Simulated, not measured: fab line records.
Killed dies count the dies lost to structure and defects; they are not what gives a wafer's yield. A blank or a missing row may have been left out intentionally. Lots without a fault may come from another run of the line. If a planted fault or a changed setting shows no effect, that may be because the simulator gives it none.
Tool commonality check + flow sky130 + 39 wafers sampled across 11 lots

## THE REASON FOR OPENING IT
Flagged at SKY_CONTACT_CD_MEAS_14: reading cd-nm, on 2 of 11 lots. Fault-free wafers read 170.1 nm, with a standard deviation of 1.4.
Rule: a lot gets a flag if all its wafers with a number sit over 4 standard deviations from that mean, or if no wafer of it has a number. As for the other lots, they are considered sound.

| lot  | measured     | on        | cd-nm (nm), wafer by wafer          | flag    |
|------|--------------|-----------|-------------------------------------|---------|
| L554 | day 31 09:50 | cd-sem-01 | 171.8 170.1 171.6                   |         |
| L555 | day 31 22:58 | cd-sem-02 | 169.9 169.5 169.7                   |         |
| L558 | day 32 23:44 | cd-sem-01 | 169.6 170.1 169.3                   |         |
| L559 | day 33 08:30 | cd-sem-01 | 170.7 171.0 170.7                   |         |
| L560 | day 33 13:54 | cd-sem-02 | 169.8 170.0 169.4                   |         |
| L562 | day 34 05:25 | cd-sem-02 | 168.2 168.1 167.4                   |         |
| L566 | day 35 14:20 | cd-sem-01 | 169.2 169.0 168.9                   |         |
| L567 | day 35 19:36 | cd-sem-02 | 176.2 176.4 175.9 177.1 176.0 175.9 | FLAGGED |
| L568 | day 35 21:46 | cd-sem-02 | 176.6 177.3 177.8 176.9 177.6 178.2 | FLAGGED |
| L572 | day 37 17:21 | cd-sem-01 | 169.4 171.3 171.3                   |         |
| L576 | day 38 04:02 | cd-sem-02 | 169.9 171.2 170.8                   |         |
Average over the flagged lots: 176.8 nm; offset from the usual +6.7 nm, equal to +5 standard deviations.

## WHICH TOOL RAN EACH LOT
The record holds 1 process step before the reading, out of a route of 708 steps. Each cell gives the tool, then ch followed by the chambers the sampled wafers passed through, then the start.
| lot  | flag    | SKY_CONTACT_SOFTBAKE_10           |
|------|---------|-----------------------------------|
| L554 |         | litho-track-02 ch 0, day 30 19:00 |
| L555 |         | litho-track-01 ch 0, day 31 08:00 |
| L558 |         | litho-track-04 ch 0, day 32 10:00 |
| L559 |         | litho-track-02 ch 0, day 32 19:00 |
| L560 |         | litho-track-02 ch 0, day 33 01:00 |
| L562 |         | litho-track-04 ch 0, day 33 16:00 |
| L566 |         | litho-track-04 ch 0, day 35 00:00 |
| L567 | FLAGGED | litho-track-02 ch 0, day 35 06:00 |
| L568 | FLAGGED | litho-track-02 ch 0, day 35 09:00 |
| L572 |         | litho-track-04 ch 0, day 37 04:00 |
| L576 |         | litho-track-01 ch 0, day 37 15:00 |
These steps, and what they do:
- SKY_CONTACT_SOFTBAKE_10: time 90 s.
- SKY_CONTACT_CD_MEAS_14: target cd 170 nm.

## FLAGGED AGAINST TOTAL, ONE TOOL AT A TIME (gauges that did the reading follow at the end)
| step                    | tool           | lots run | flagged | share of the flagged lots | sound lots run after its first flagged lot |
|-------------------------|----------------|----------|---------|---------------------------|--------------------------------------------|
| SKY_CONTACT_SOFTBAKE_10 | litho-track-01 | 2        | 0       | none                      | -                                          |
| SKY_CONTACT_SOFTBAKE_10 | litho-track-02 | 5        | 2       | all                       | 0                                          |
| SKY_CONTACT_SOFTBAKE_10 | litho-track-04 | 4        | 0       | none                      | -                                          |
| SKY_CONTACT_CD_MEAS_14  | cd-sem-01      | 5        | 0       | none                      | -                                          |
| SKY_CONTACT_CD_MEAS_14  | cd-sem-02      | 6        | 2       | all                       | 1 (L576)                                   |

## THE TABLE: WHAT IT ALLOWS
2 rows of the table ran every flagged lot: litho-track-02 at SKY_CONTACT_SOFTBAKE_10, cd-sem-02 at SKY_CONTACT_CD_MEAS_14.
- litho-track-02 at SKY_CONTACT_SOFTBAKE_10: 2 of its 5 lots flagged. It ran its last sound lot, L560, at day 33 01:00 and its first flagged lot, L567, at day 35 06:00: a fault with its onset between the two fits. Its own readings (heater-power-total-W, plate-temp-C) fall more than 4 standard deviations out on all wafers of the flagged lots.
- cd-sem-02 at SKY_CONTACT_CD_MEAS_14: 2 of its 6 lots flagged. Sound lots ran on it after the first flagged one (L576), which a lasting fault on the whole tool wouldn't allow.
litho-track-02 at SKY_CONTACT_SOFTBAKE_10 is the single tool remaining.

## WHAT THE SIMULATOR HAD PUT IN
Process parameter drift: litho-track-02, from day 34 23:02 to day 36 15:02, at SKY_CONTACT_SOFTBAKE_10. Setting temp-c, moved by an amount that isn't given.
Lots struck among those shown: L567, L568. This agrees with what the rule above found.
